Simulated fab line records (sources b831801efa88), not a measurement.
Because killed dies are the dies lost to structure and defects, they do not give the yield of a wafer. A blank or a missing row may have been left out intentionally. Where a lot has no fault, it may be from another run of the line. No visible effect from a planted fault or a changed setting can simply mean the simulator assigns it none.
8D (eight disciplines) problem report, filled in by code || flow sky130 || the parts of the form that need people (team, actions taken, sign-off) are left out

## 1. WHAT WENT WRONG
Wafers free of any fault read -2 nm (standard deviation 5) for POLY_CUT_OVL at SKY_POLY_CUT_OVL_MEAS_09, against a mean of 58 nm on 6 wafers of 2 lots. Relative to the usual mean, that is a shift of +12 standard deviations.
The first sign was on wafer L160.1 at day 28 22:18, on overlay-02. The record has a number at this step for 39 wafers belonging to 13 lots. By rule, "out" or "out of limits" means more than 4 standard deviations away from the usual mean. The rest of the wafers with a number are treated as sound.

## 2. WHAT THIS IS AND IS NOT
{"question": "which readings at this step", "is": "POLY_CUT_OVL", "is not": "-"}
{"question": "which lots", "is": "L160, L163", "is not": "L147, L148, L149, L150, L151, L153, L154, L155, L159, L165, L170"}
{"question": "which wafers of those lots", "is": "all that have a number", "is not": "-"}
{"question": "read on which gauges", "is": "overlay-02", "is not": "overlay-01"}
{"question": "when", "is": "from day 28 22:18", "is not": "up to then (27 sound wafers); but 6 sound wafers of L165, L170 came after"}

## 3. WHAT RULES OUT EACH SUSPECT
Counting: a tool stays on the suspect list if, at a process step up to the reading, it processed all lots that are out and no sound lot following the first of them.
- the gauge at SKY_POLY_CUT_OVL_MEAS_09: kept. All the wafers that are out were read on overlay-02, and no step on other tools shows them out.
- krf scanner-01 at SKY_POLY_CUT_EXPOSE_05 (exposes mask NPCM, target cd 270 nm): kept. All lots that are out passed through it, beginning with L160 at day 28 08:29, and no sound lot followed; its final sound lot before that point was L159 at day 27 21:45.
Left after counting: krf scanner-01 at SKY_POLY_CUT_EXPOSE_05, overlay-02 at SKY_POLY_CUT_OVL_MEAS_09.

## 4. THE CAUSE (what the simulator had put in)
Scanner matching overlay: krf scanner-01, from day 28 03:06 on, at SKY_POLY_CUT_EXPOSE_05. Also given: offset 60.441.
Of the 2 suspects that counting leaves, this tool is one.

## 5. THE CHAIN OF EFFECTS, in route order
Each row: a reading where the mean over the struck wafers with a number is more than 3 standard deviations away from the usual. Readings are gone through only where the record gives a usual standard deviation; hours: the median, over the lots, of the time from a lot's start at the first step in this table giving one to that lot's start at this step; sigmas: the change measured in usual standard deviations.
{"hours": 0, "step": "SKY_POLY_CUT_OVL_MEAS_09", "reading": "POLY_CUT_OVL", "usual": "-2 nm", "on struck wafers": 58, "change": "+60", "sigmas": "+12"}
Later steps that measure or inspect, where all struck wafers having a row at the step show a number for every such reading and not one has moved that far: SKY_SD_N_OVL_MEAS_08.

## 6. WHAT WOULD HAVE CAUGHT IT SOONER
Counted from the fault's start at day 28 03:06, it took 19 hours until the first out-of-limits reading at a measuring or inspecting step in this record, taken at day 28 22:18.
Tool readings at SKY_POLY_CUT_EXPOSE_05 with a usual standard deviation given in the record: none out on any struck wafer, hence no alarm at a limit of 4 standard deviations on them.
Of the lots that are out (2), L163 began SKY_POLY_CUT_EXPOSE_05 on krf scanner-01 after day 28 22:18. It would have been spared by a hold on the tool at that moment.
